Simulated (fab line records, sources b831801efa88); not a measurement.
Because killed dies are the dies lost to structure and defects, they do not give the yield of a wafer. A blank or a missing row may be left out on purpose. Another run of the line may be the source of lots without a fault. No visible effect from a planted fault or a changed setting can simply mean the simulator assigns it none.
A struck lot beside a sound one / flow sky130 / 15 steps out of a route of 708
Sound: wafers L751.2, L751.3, L751.5. Struck: wafers L760.1, L760.3. (L760.4 of the same lot was not struck and is left out.) The cause comes at the end.
At each step with rows: each side's tool, then ch and its chambers, then its first start. Under that, the readings that differ: sound wafers / struck wafers / difference of the means / sigmas: that difference in standard deviations of wafers without a fault.
alike: words and numbers the same on both sides, and readings whose means are apart by under 2 such deviations; not compared: readings that were withheld, readings missing a value for some wafer, numbers with overlapping values and no deviation given by the record, and bounds like >300 which may hide the same value.
The two part at a step that has a row with sigmas, a row that says differs or no value, or rows on one side only. Numbers that don't overlap but have no deviation are shown without sigmas and don't part them. A reading missing from all wafers of one side parts the sides only when that side holds two or more wafers.

SKY_VIA2_CMP_02: polishes SiO2.
  sound on cmp-02 ch 0,3, day 35 19:58; struck on cmp-01 ch 2,3, day 38 13:07
  alike: motorCurrentA
SKY_VIA2_BOW_MEAS_03:
  sound on filmMetro-01, day 35 20:17; struck on filmMetro-01, day 38 13:25
  alike: VIA2_BOW
then, 8 steps without rows for these wafers: SKY_VIA2_DEHYDRATE_04 (time 60 s); SKY_VIA2_HMDS_05 (prime time 60 s); SKY_VIA2_COAT_06 (resist thk 60 nm); SKY_VIA2_COAT_07 (resist thk 450 nm); SKY_VIA2_SOFTBAKE_08 (time 90 s); SKY_VIA2_EXPOSE_09 (exposes mask VIM2, target cd 200 nm); SKY_VIA2_PEB_10; SKY_VIA2_DEVELOP_11 (develop time 60 s).
SKY_VIA2_CD_MEAS_12: the cd target is 200 nm.
  sound on cdSem-01, day 36 21:35; struck on cdSem-02, day 39 13:50
  alike: cdNm
SKY_VIA2_OVL_MEAS_13:
  sound on overlay-02, day 36 21:41; struck on overlay-01, day 39 13:58
  alike: VIA2_OVL
SKY_VIA2_ETCH_14: etches BARC in N2/H2, stops on SiO2, time 45.9 s, target depth 60 nm.
  sound on rieDiel-04 ch 0,1,3, day 36 21:43; struck on rieDiel-04 ch 1,2, day 39 13:59
reading=oesProductAu (a.u.); sound=0.852 0.848 0.846; struck=0.854 0.863; difference=+0.010; sigmas=+2
reading=model.KrF-thick_of_VIA2_COAT_07.thkNm (nm); sound=393.5 390.4 392.7; struck=394.3 396.8; difference=+3.4; sigmas=
  alike: drypumpMotorCurrentA, rfFwdPowerW, throttleValvePct
  not compared: rfHoursCounterH
SKY_VIA2_ETCH_15: etches SiO2 in C4F8/O2/Ar, stops on TiN, target depth 546 nm, time 84 s.
  sound on rieDiel-04 ch 0,1,3, day 36 21:46; struck on rieDiel-04 ch 1,2, day 39 14:02
  alike: oesProductAu, rfFwdPowerW
  not compared: rfHoursCounterH
SKY_PAD_OPEN_PROBE_99:
  the record holds rows for the sound wafers here (prober-01, day 46 06:02) but none for the struck ones

## WHERE THEY PART
Earliest at SKY_VIA2_ETCH_14; latest, in this record, at SKY_PAD_OPEN_PROBE_99.

WHY: whatever the simulator had introduced
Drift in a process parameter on rieDiel-04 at SKY_VIA2_ETCH_14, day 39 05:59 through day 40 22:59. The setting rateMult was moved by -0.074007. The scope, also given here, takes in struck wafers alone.
